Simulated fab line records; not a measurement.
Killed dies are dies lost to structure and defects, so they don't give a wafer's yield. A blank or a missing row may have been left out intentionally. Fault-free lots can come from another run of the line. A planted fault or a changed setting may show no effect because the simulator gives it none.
fab line records | flow sky130
[record] lots = 7 wafers = 21 lastDay = 51
route steps=708 shown METAL5@669 PASSIVATION@681 PAD_OPEN@694
lots that met no fault: from a run of the same line without faults
startH: hours from the record's opening day to when the first of the lot's shown wafers began | waitH: hours since the lot's step before | " same as the row above | L1.1+2: one row covering several wafers at once | - no value, or no start was given | * or withheld: withheld | < > ~ a bound
route shown NAME@n: a module of which the file shows steps, and the number in the route of the first | usual: mean/standard deviation of fault-free wafers | same: alike in all rows | chamber/n: place in a boat | sites: readings site by site | _std_site: their standard deviation | _edge_site: mean of outer sites minus mean of inner sites | radiusMm: for every site, how far away it sits from the centre of the wafer | mask NAME#n: copy n | behind: the tool/chamber that last shaped the wafer | hold: cause of the lot's hold/its duration in hours/its outcome | device: which transistor (n, p or np) failed to switch | end of line: the same wafers' tests at the end of the route | where a step has no rows: the recipe by itself | killed: at the first sort, the dies lost to defects and structure; wafer yield is something else | map: dies across one wafer; x = killed, . = not, _ = none there
set.NAME: setting as actually run; set.NAME@STEP: the setting as run at that earlier step | model.NAME: the simulator's own value behind a step, which no gauge read
lots at some steps of the route; a table a step, a row a wafer
services: from which hour (startH, from the record's first day; less than 0 if before it) a tool's chamber was out of use, for how many hours, and why
[[steps]]
[step SKY_METAL5_HMDS_08]
[recipe] primeTimeS = 60 primeTempC = 120
[step SKY_METAL5_COAT_09]
[recipe] resist = NOVOLAK spinRpm = 3000 resistThkNm = 1800
[step SKY_METAL5_SOFTBAKE_10]
[recipe] tempC = 90 timeS = 60 resist = NOVOLAK
[step SKY_METAL5_EXPOSE_11]
[recipe] maskId = MM5 na = 0.6 sourceShape = conventional sigmaOuter = 0.6 polarization = unpolarized targetCdNm = 1600 doseMj = 190
[step SKY_METAL5_PEB_12]
[recipe] tempC = withheld timeS = * resist = NOVOLAK
[step SKY_METAL5_DEVELOP_13]
[recipe] resist = NOVOLAK developer = TMAH developTimeS = 60 devTempC = 23
[step SKY_METAL5_DESCUM_14]
[recipe] chemistry = O2 sourcePowerW = 150 biasPowerW = 0 pressureMtorr = 10 tempC = 40 timeS = 11
[usual] drypumpMotorCurrentA = 5.7/0.34 heBacksideLeakSccm = 3.4/0.38 oesProductAu = 1.003/0.008
// columns lot.wafer tool chamber startH waitH drypumpMotorCurrentA heBacksideLeakSccm oesProductAu rfHoursCounterH
L324.1 rieMetal-04 0 1090.19 0.1 6.1 3.5 0.995 16
L324.2 " 1 " " 5.3 3.4 0.981 24
L324.3 " 1 " " 5.3 3.5 0.992 -
L326.1 rieMetal-04 0 1093.69 0.1 6.1 3.6 1.001 16
L326.4 " 0 " " 6.1 6.7 1.006 -
L326.5 " 0 " " 6.1 3.6 1.009 -
L327.1 rieMetal-03 1 1109.57 0.1 5.9 3.7 1.011 20
L327.4 " 1 " " 5.9 3.7 1.020 -
L327.6 " 1 " " 5.9 3.7 1.001 -
L330.1 rieMetal-03 1 1123.27 0.1 5.9 3.8 1.011 22
L330.4 " 0 " " 5.5 3.2 0.998 -
L330.6 " 0 " " 5.5 3.1 0.991 -
L333.1 rieMetal-03 0 1135.92 0.1 5.5 3.1 0.997 11
L333.2 " 1 " " 5.9 3.5 0.997 23
L333.6 " 0 " " 5.5 3.1 0.989 -
L336.1 rieMetal-02 0 1151.39 0.1 6.2 3.3 0.998 19
L336.2 " 1 " " 5.4 3.5 1.007 23
L336.6 " 0 " " 6.1 3.4 0.999 -
L338.2 rieMetal-02 0 1180.02 0.1 6.2 3.3 0.991 21
L338.4 " 1 " " 5.4 3.2 0.996 -
L338.5 " 0 " " 6.2 3.3 1.004 -
[step SKY_METAL5_METAL_ETCH_15]
[recipe] targetDepthA = 12600 stopOn = SiO2 overEtchFrac = 0.2 timeS = 252 chemistry = Cl2/BCl3 resistSidewallDeg = 86 pressureMtorr = 10 icpW = 900 biasW = 48.5 Cl2_flow_sccm = 60 bcl3FlowSccm = 30
[usual] drypumpMotorCurrentA = 5.7/0.35 heBacksideLeakSccm = 3.4/0.33 oesProductAu = 0.895/0.0055 throttleValvePct = 22.264/0.0093
// columns lot.wafer tool chamber startH waitH drypumpMotorCurrentA heBacksideLeakSccm oesProductAu rfHoursCounterH throttleValvePct
L324.1 rieMetal-04 0 1090.23 0.0 6.1 3.6 0.897 16 22.279
L324.2 " 1 " " 5.3 3.4 0.897 24 22.274
L324.3 " 1 " " 5.3 3.5 0.900 - 22.250
L326.1 rieMetal-04 0 1093.73 0.0 6.1 3.4 0.898 16 22.266
L326.4 " 0 " " 6.1 3.4 0.903 - 22.258
L326.5 " 0 " " 6.1 3.4 0.885 - 22.258
L327.1 rieMetal-03 1 1109.64 0.1 5.9 3.3 0.897 20 22.275
L327.4 " 1 " " 5.9 3.4 0.896 - 22.249
L327.6 " 1 " " 5.9 3.5 0.887 - 22.267
L330.1 rieMetal-03 1 1123.30 0.0 5.9 3.6 0.893 22 22.266
L330.4 " 0 " " 5.5 3.1 0.897 - 22.280
L330.6 " 0 " " 5.5 3.1 0.895 - 22.272
L333.1 rieMetal-03 0 1135.95 0.0 5.5 3.0 0.889 11 22.255
L333.2 " 1 " " 5.9 3.5 0.895 23 22.272
L333.6 " 0 " " 5.5 3.2 0.884 - 22.268
L336.1 rieMetal-02 0 1151.42 0.0 6.2 3.2 0.895 19 22.269
L336.2 " 1 " " 5.3 3.4 0.893 23 22.272
L336.6 " 0 " " 6.2 3.3 0.896 - 22.270
L338.2 rieMetal-02 0 1180.05 0.0 6.2 3.4 0.902 21 22.263
L338.4 " 1 " " 5.4 3.5 0.898 - 22.280
L338.5 " 0 " " 6.2 3.3 0.901 - 22.277
[step SKY_METAL5_STRIP_16]
[recipe] chemistry = O2/N2 powerW = 1400 pressureMtorr = 1500 platenTempC = withheld o2FlowSccm = 3000 n2FlowSccm = 300 overashFraction = 0.5
[usual] drypumpMotorCurrentA = 6.0/0.38 oesProductAu = 0.710/0.005 stripTimeToEndpointS = 13.02/0.099
[same] overashFraction = 0.5
// columns lot.wafer tool chamber startH waitH drypumpMotorCurrentA oesProductAu rfHoursCounterH stripTimeToEndpointS
L324.1 plasmaAsher-04 0 1090.46 0.2 6.4 0.715 3 12.97
L324.2 " 1 " " 5.8 0.714 3 13.09
L324.3 " 0 " " 6.4 0.705 - 13.05
L326.1 plasmaAsher-02 1 1093.96 0.2 5.8 0.706 99 13.05
L326.4 " 0 " " 6.3 0.707 - 13.01
L326.5 " 1 " " 5.8 0.713 - 13.13
L327.1 plasmaAsher-03 0 1110.11 0.4 6.6 0.704 35 12.87
L327.4 " 1 " " 5.5 0.716 - 12.91
L327.6 " 1 " " 5.5 0.711 - 12.93
L330.1 plasmaAsher-03 1 1123.54 0.2 5.4 0.711 36 12.92
L330.4 " 1 " " 5.4 0.708 - 13.06
L330.6 " 0 " " 6.6 0.711 - 13.11
L333.1 plasmaAsher-02 0 1136.19 0.2 6.3 0.708 103 13.08
L333.2 " 1 " " 5.8 0.707 103 13.10
L333.6 " 0 " " 6.3 0.708 - 13.22
L336.1 plasmaAsher-02 0 1151.66 0.2 6.3 0.718 104 13.23
L336.2 " 1 " " 5.8 0.717 104 13.17
L336.6 " 0 " " 6.3 0.716 - 13.22
L338.2 plasmaAsher-02 0 1180.29 0.2 6.3 0.710 107 13.03
L338.4 " 1 " " 5.8 0.716 - 12.92
L338.5 " 0 " " 6.3 0.710 - 13.14
[step SKY_METAL5_STRIP_17]
[recipe] chemistry = postEtchResidueRemover timeS = 1200 tempC = 72.5
[step SKY_METAL5_CLEAN_18]
[recipe] chemistry = IPA timeS = 180 tempC = 25
[step SKY_METAL5_CLEAN_19]
[recipe] chemistry = O3/DIW dry = n2Spin
[step SKY_PASSIVATION_CVD_00]
[recipe] material = SiO2 targetThkNm = 90 tempC = 400 timeS = withheld rfW = 600
[usual] heaterPowerOuterW = 391/81 heaterPowerW = 676/130
// columns lot.wafer tool chamber startH waitH heaterPowerOuterW heaterPowerW
L324.1 pecvd-01 2 1091.08 0.0 - -
L324.2 " 0 " " - -
L324.3 " 2 " " - -
L326.1 pecvd-03 2 1094.58 0.0 - -
L326.4 " 0 " " - -
L326.5 " 2 " " - -
L327.1 pecvd-01 1 1110.73 0.0 - -
L327.4 " 2 " " - -
L327.6 " 1 " " - -
L330.1 pecvd-04 0 1124.14 0.0 472 785
L330.4 " 2 " " 437 666
L330.6 " 2 " " 437 693
L333.1 pecvd-03 2 1136.78 0.0 345 561
L333.2 " 1 " " 336 647
L333.6 " 2 " " 348 582
L336.1 pecvd-03 0 1152.52 0.0 406 634
L336.2 " 2 " " 286 488
L336.6 " 1 " " 312 617
L338.2 pecvd-04 0 1180.88 0.0 492 810
L338.4 " 2 " " 464 717
L338.5 " 0 " " 483 841
[step SKY_PASSIVATION_CVD_02]
[recipe] material = Si3N4 targetThkNm = 540 tempC = 400 timeS = withheld rfW = 450
[usual] heaterPowerOuterW = 439/60 heaterPowerW = 734/98
// columns lot.wafer tool chamber startH waitH heaterPowerOuterW heaterPowerW
L324.1 pecvd-04 0 1091.17 0.1 480 849
L324.2 " 1 " " 460 751
L324.3 " 2 " " 419 639
L326.1 pecvd-04 2 1094.66 0.1 439 681
L326.4 " 0 " " 535 878
L326.5 " 1 " " 369 630
L327.1 pecvd-03 0 1110.82 0.1 365 583
L327.4 " 1 " " 352 695
L327.6 " 0 " " 392 631
L330.1 pecvd-01 1 1124.23 0.1 427 720
L330.4 " 0 " " 557 965
L330.6 " 1 " " 434 776
L333.1 pecvd-01 0 1136.86 0.1 531 920
L333.2 " 1 " " 434 776
L333.6 " 2 " " 479 774
L336.1 pecvd-04 0 1152.60 0.1 512 878
L336.2 " 2 " " 484 720
L336.6 " 0 " " 536 902
L338.2 pecvd-03 2 1180.97 0.0 373 606
L338.4 " 1 " " 375 729
L338.5 " 1 " " 402 727
[step SKY_PASSIVATION_THK_MEAS_03]
[recipe] reads = Si3N4_of_PASSIVATION_CVD_02
[usual] PASSIVATION_CVD_02_THK = 540/6.4
// columns lot.wafer tool chamber startH waitH PASSIVATION_CVD_02_THK[nm]
L324.1 filmMetro-02 - 1091.39 - 536
L324.2 " - " " 543
L324.3 " - " " 533
L326.1 filmMetro-02 - 1094.89 - 541
L326.4 " - " " 551
L326.5 " - " " 552
L327.1 filmMetro-03 - 1111.04 - 535
L327.4 " - " " 542
L327.6 " - " " 536
L330.1 filmMetro-03 - 1124.46 - 534
L330.4 " - " " 543
L330.6 " - " " 538
L333.1 filmMetro-02 - 1137.09 - 537
L333.2 " - " " 533
L333.6 " - " " 542
L336.1 filmMetro-02 - 1152.83 - 539
L336.2 " - " " 536
L336.6 " - " " 542
L338.2 filmMetro-04 - 1181.32 - 534
L338.4 " - " " 535
L338.5 " - " " 537
[step SKY_PASSIVATION_DEHYDRATE_04]
[recipe] tempC = 200 timeS = 60
[step SKY_PASSIVATION_HMDS_05]
[recipe] primeTimeS = 60 primeTempC = 120
[step SKY_PASSIVATION_COAT_06]
[recipe] spinRpm = 2000 resistThkNm = 3000
[step SKY_PASSIVATION_SOFTBAKE_07]
[recipe] tempC = 110.9 timeS = withheld
[step SKY_PASSIVATION_EXPOSE_08]
[recipe] maskId = NSM targetCdNm = 3000 na = 0.57 doseMj = 260
[step SKY_PASSIVATION_PEB_09]
[recipe] tempC = 115 timeS = withheld
[step SKY_PASSIVATION_DEVELOP_10]
[recipe] developTimeS = 60 devTempC = 23
[step SKY_PASSIVATION_ETCH_11]
[recipe] chemistry = CF4/O2 targetDepthNm = 725 stopOn = AlCu sourceW = 800 biasW = 150 pressureMtorr = 150 cf4FlowSccm = 80 O2_flow_sccm = 10 timeS = 161.1
[usual] drypumpMotorCurrentA = 5.8/0.39 oesProductAu = 0.977/0.0072 throttleValvePct = 5.964/0.0084
// columns lot.wafer tool chamber startH waitH drypumpMotorCurrentA oesProductAu rfHoursCounterH throttleValvePct model.etch.depthNm model.PASSIVATION.featureDepthNm
L324.1 rieDiel-04 0 1112.02 - 5.7 0.977 24 5.960 704.4 704.4
L324.2 " 2 " " 6.4 0.988 15 5.973 725 725
L324.3 " 1 " " 5.9 0.984 14 5.966 720.1 720.1
L326.1 rieDiel-02 1 1115.17 - 5.7 1.003 8 5.966 725 725
L326.4 " 2 " " 5.8 0.999 14 5.980 725 725
L326.5 " 2 " " 5.8 0.993 - 5.974 725 725
L327.1 rieDiel-04 1 1129.79 - 5.8 0.989 14 5.957 720.6 720.6
L327.4 " 0 " " 5.7 0.990 25 5.961 717.3 717.3
L327.6 " 1 " " 5.8 0.980 - 5.962 716.8 716.8
L330.1 rieDiel-01 3 1143.62 - 4.9 0.979 16 5.958 697.8 697.8
L330.4 " 2 " " 5.4 0.979 1 5.969 705.3 705.3
L330.6 " 0 " " 5.8 0.981 - 5.958 701.2 701.2
L333.1 rieDiel-01 2 1155.82 - 5.4 0.978 2 5.962 699.7 699.7
L333.2 " 3 " " 4.9 0.971 17 5.976 694.4 694.4
L333.6 " 2 " " 5.4 0.986 - 5.966 705 705
L336.1 rieDiel-01 1 1169.82 - 6.1 0.981 22 5.964 703.3 703.3
L336.2 " 2 " " 5.4 0.985 2 5.967 701.5 701.5
L336.6 " 1 " " 6.1 0.974 - 5.968 706.4 706.4
L338.2 rieDiel-02 0 1196.24 - 5.9 0.972 12 5.954 697 697
L338.4 " 2 " " 5.8 0.983 - 5.962 698.4 698.4
L338.5 " 1 " " 5.7 0.979 - 5.976 702.3 702.3
[step SKY_PASSIVATION_STRIP_12]
[recipe] chemistry = O2/N2 powerW = 1400 pressureMtorr = 1500 platenTempC = withheld overashFraction = 0.7 o2FlowSccm = 3000 n2FlowSccm = 300
[usual] drypumpMotorCurrentA = 6.0/0.44 oesProductAu = 0.661/0.0046 stripTimeToEndpointS = 31.42/0.14
[same] overashFraction = 0.7
// columns lot.wafer tool chamber startH waitH drypumpMotorCurrentA oesProductAu rfHoursCounterH stripTimeToEndpointS
L324.1 plasmaAsher-03 1 1112.12 0.1 5.4 0.658 35 31.73
L324.2 " 0 " " 6.6 0.660 35 31.53
L324.3 " 0 " " 6.6 0.663 - 31.41
L326.1 plasmaAsher-03 1 1115.27 0.1 5.4 0.663 36 31.19
L326.4 " 1 " " 5.4 0.654 - 31.14
L326.5 " 0 " " 6.6 0.663 - 31.12
L327.1 plasmaAsher-02 1 1129.89 0.1 5.8 0.660 102 31.55
L327.4 " 0 " " 6.3 0.658 - 31.51
L327.6 " 0 " " 6.3 0.661 - 31.53
L330.1 plasmaAsher-01 1 1143.72 0.1 6.0 0.661 68 31.39
L330.4 " 1 " " 6.0 0.662 - 31.54
L330.6 " 1 " " 6.0 0.647 - 31.56
L333.1 plasmaAsher-01 0 1155.92 0.1 5.8 0.660 69 31.45
L333.2 " 1 " " 6.0 0.656 69 31.36
L333.6 " 0 " " 5.8 0.659 - 31.39
L336.1 plasmaAsher-03 1 1169.92 0.1 5.5 0.660 41 31.28
L336.2 " 0 " " 6.6 0.670 41 31.33
L336.6 " 0 " " 6.6 0.650 - 31.39
L338.2 plasmaAsher-03 0 1196.35 0.1 6.6 0.654 44 31.40
L338.4 " 1 " " 5.4 0.662 - 31.43
L338.5 " 0 " " 6.6 0.667 - 31.30
[step SKY_PAD_OPEN_DEHYDRATE_00]
[recipe] tempC = 200 timeS = 60
[step SKY_PAD_OPEN_HMDS_01]
[recipe] primeTimeS = 60 primeTempC = 120
[step SKY_PAD_OPEN_COAT_02]
[recipe] spinRpm = 2000 resistThkNm = 3000
[step SKY_PAD_OPEN_SOFTBAKE_03]
[recipe] tempC = 110 timeS = withheld
[step SKY_PAD_OPEN_EXPOSE_04]
[recipe] maskId = PDM targetCdNm = 60000 na = 0.57 doseMj = 260
[step SKY_PAD_OPEN_PEB_05]
[recipe] tempC = 115 timeS = withheld
[step SKY_PAD_OPEN_DEVELOP_06]
[recipe] developTimeS = 60 devTempC = 23
[step SKY_PAD_OPEN_ETCH_07]
[recipe] chemistry = CF4/O2 targetDepthNm = 725 stopOn = AlCu sourceW = 800 biasW = 150 pressureMtorr = 150 cf4FlowSccm = 80 O2_flow_sccm = 10 timeS = 161.1
[usual] drypumpMotorCurrentA = 5.9/0.33 oesProductAu = 0.978/0.007 throttleValvePct = 5.965/0.0097
// columns lot.wafer tool chamber startH waitH drypumpMotorCurrentA oesProductAu rfHoursCounterH throttleValvePct model.etch.depthNm model.PAD_OPEN.featureDepthNm
L324.1 rieDiel-04 1 1131.17 - 5.9 0.995 14 5.973 722 722
L324.2 " 2 " " 6.4 0.996 16 5.971 725 725
L324.3 " 3 " " 6.0 0.986 17 5.964 719.4 719.4
L326.1 rieDiel-03 0 1134.54 - 5.5 0.985 24 5.959 713.1 713.1
L326.4 " 1 " " 5.8 1.000 - 5.979 725 725
L326.5 " 3 " " 6.4 0.988 - 5.977 724.1 724.1
L327.1 rieDiel-02 0 1148.59 - 5.9 0.991 10 5.978 722.8 722.8
L327.4 " 3 " " 5.5 0.992 30 5.968 725 725
L327.6 " 2 " " 5.8 0.993 - 5.973 725 725
L330.1 rieDiel-04 2 1161.19 - 6.4 0.975 17 5.955 697.8 697.8
L330.4 " 1 " " 5.8 0.975 15 5.970 705.3 705.3
L330.6 " 2 " " 6.4 0.972 - 5.974 701.2 701.2
L333.1 rieDiel-02 1 1172.89 - 5.7 0.977 10 5.957 699.7 699.7
L333.2 " 3 " " 5.4 0.975 31 5.964 694.4 694.4
L333.6 " 1 " " 5.7 0.989 - 5.965 705 705
L336.1 rieDiel-04 0 1185.52 - 5.7 0.976 27 5.966 703.3 703.3
L336.2 " 1 " " 5.8 0.978 16 5.979 701.5 701.5
L336.6 " 3 " " 5.9 0.984 - 5.969 706.4 706.4
L338.2 rieDiel-03 1 1211.94 - 5.9 0.978 30 5.964 697 697
L338.4 " 3 " " 6.4 0.974 15 5.980 698.4 698.4
L338.5 " 2 " " 6.4 0.984 - 5.957 702.3 702.3
[step SKY_PAD_OPEN_STRIP_08]
[recipe] chemistry = O2/N2 powerW = 1400 pressureMtorr = 1500 platenTempC = withheld overashFraction = 0.7 o2FlowSccm = 3000 n2FlowSccm = 300
[step SKY_PAD_OPEN_PROBE_99]
[usual] defectLimitedYield = 82.4/2 killed_at_M0_to_M3 = 43/6.8 killed_at_M4_up = 3.1/1.8 killedAtContacts = 25/5.8 killedAtFrontEnd = 15/4.2 killedAtOther = 0.3/0.5 killedDies = 87/9.7 killedOpen = 47/7.3 killedShort = 39/6.6 sort_bin_3_pad_short = 0.9/0.37 sort_bin_5_function = 10.4/1.4 sort_bin_6_memory = 6.3/1.1 sortNPass = 405/9.7 sortYieldPct = 82.4/2
[same] grossDies = 492 killedAtBackSide = 0 sort_bin_4_leakage[%] = 0 sort_bin_8_speed[%] = 0
// columns lot.wafer tool chamber startH waitH defectLimitedYield[%] killed_at_M0_to_M3 killed_at_M4_up killedAtContacts killedAtFrontEnd killedAtOther killedDies killedOpen killedShort sort_bin_3_pad_short[%] sort_bin_5_function[%] sort_bin_6_memory[%] sortNPass sortYieldPct[%]
L324.1 prober-01 - 1133.60 0.1 84.1 36 2 29 11 0 78 43 35 0.8 11.0 4.1 414 84.1
L324.2 prober-01 - 1133.65 0.1 81.9 44 1 30 14 0 89 56 33 0.6 9.1 8.3 403 81.9
L324.3 prober-01 - 1133.70 0.2 80.7 42 3 28 22 0 95 56 39 0.4 12.8 6.1 397 80.7
L338.2 prober-01 - 1214.54 0.1 81.3 47 7 20 17 1 92 47 45 0.8 10.0 7.9 400 81.3
L338.4 prober-01 - 1214.64 0.2 81.5 47 1 28 15 0 91 46 45 1.0 10.2 7.3 401 81.5
L338.5 prober-01 - 1214.69 0.2 83.5 43 2 23 13 0 81 47 34 1.2 9.1 6.1 411 83.5
// killed by level:class
L324.1 CONTACT:geometricParticle:open=14 VIA2:geometricParticle:open=7 METAL2:geometricParticle:short=6 LI_CONTACT:geometricParticle:open=5 CONTACT:geometricParticle:short=5 VIA1:geometricParticle:open=4 POLY_GATE:geometricParticle:short=3 POLY_CUT:geometricParticle:open=3
L324.2 CONTACT:geometricParticle:open=13 VIA3:geometricParticle:open=10 LI_CONTACT:geometricParticle:open=8 VIA2:geometricParticle:open=7 VIA2:geometricParticle:short=6 VIA1:geometricParticle:open=5 POLY_GATE:geometricParticle:open=4 CONTACT:geometricParticle:short=4
L324.3 CONTACT:geometricParticle:open=10 VIA1:geometricParticle:open=9 METAL2:geometricParticle:short=8 LI_CONTACT:geometricParticle:open=7 VIA3:geometricParticle:open=7 POLY_GATE:geometricParticle:open=6 FIELD_ISO:geometricParticle:short=5 VIA2:geometricParticle:open=5
L338.2 VIA1:geometricParticle:open=14 CONTACT:geometricParticle:open=8 VIA1:geometricParticle:short=7 VIA3:geometricParticle:open=7 METAL4:geometricParticle:short=6 LI_CONTACT:geometricParticle:open=5 CONTACT:geometricParticle:short=5 VIA3:geometricParticle:short=5
L338.4 CONTACT:geometricParticle:open=8 LOCAL_INTERCONNECT:geometricParticle:short=8 VIA1:geometricParticle:open=8 VIA3:geometricParticle:open=7 VIA2:geometricParticle:open=6 FIELD_ISO:geometricParticle:open=5 CONTACT:geometricParticle:short=5 METAL2:geometricParticle:open=5
L338.5 VIA1:geometricParticle:open=11 CONTACT:geometricParticle:open=8 METAL2:geometricParticle:short=6 FIELD_ISO:geometricParticle:open=5 LI_CONTACT:geometricParticle:open=5 LOCAL_INTERCONNECT:geometricParticle:short=5 VIA2:geometricParticle:open=5 VIA1:geometricParticle:short=4
[[services]]
// columns tool chamber startH hours kind
rieDiel-02 0 1066.52 8.8 repair
rieDiel-01 - 1071.94 2.4 repair
rieMetal-03 - 1077.97 2.8 pm
rieDiel-02 2 1078.22 12.5 repair
rieDiel-04 2 1078.45 2.7 repair
pecvd-01 1 1081.21 24.6 repair
rieMetal-03 1 1082.58 10.0 repair
pecvd-01 - 1087.31 2.8 pm
rieDiel-04 3 1091.45 2.8 repair
rieDiel-04 - 1092.13 2.7 repair
pecvd-04 - 1092.91 0.3 repair
rieDiel-04 - 1100.01 0.3 repair
rieMetal-03 0 1107.94 5.5 repair
pecvd-01 - 1114.36 0.8 repair
pecvd-03 - 1115.72 0.8 repair
pecvd-04 1 1122.21 12.9 repair
rieMetal-04 0 1128.54 18.1 repair
pecvd-03 0 1133.85 2.6 repair
rieMetal-02 - 1140.72 0.6 repair
pecvd-01 - 1167.55 5.5 pm
rieMetal-02 - 1168.05 2.8 pm
pecvd-04 1 1169.14 15.8 repair
pecvd-04 0 1195.40 10.1 repair
pecvd-01 - 1210.03 6.0 pm
[[key]]
[firstSign] step = SKY_PASSIVATION_CVD_00 reading = toolRecord direction = missing
effect none on later readings
[modelEffect] step = SKY_PASSIVATION_ETCH_11 value = etch.depthNm without = 706.1 struck = 719.9
[modelEffect] step = SKY_PAD_OPEN_ETCH_07 value = etch.depthNm without = 706.1 struck = 722.4
metAt SKY_PASSIVATION_CVD_00
struckWafers L324.1,L324.2,L324.3,L326.1,L326.4,L326.5,L327.1,L327.4,L327.6
[fault] kind = skippedStepWhole tool = pecvd-01,pecvd-03 chamber = - onsetH = 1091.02 steps = SKY_PASSIVATION_CVD_00 scope = struckLotsOnly
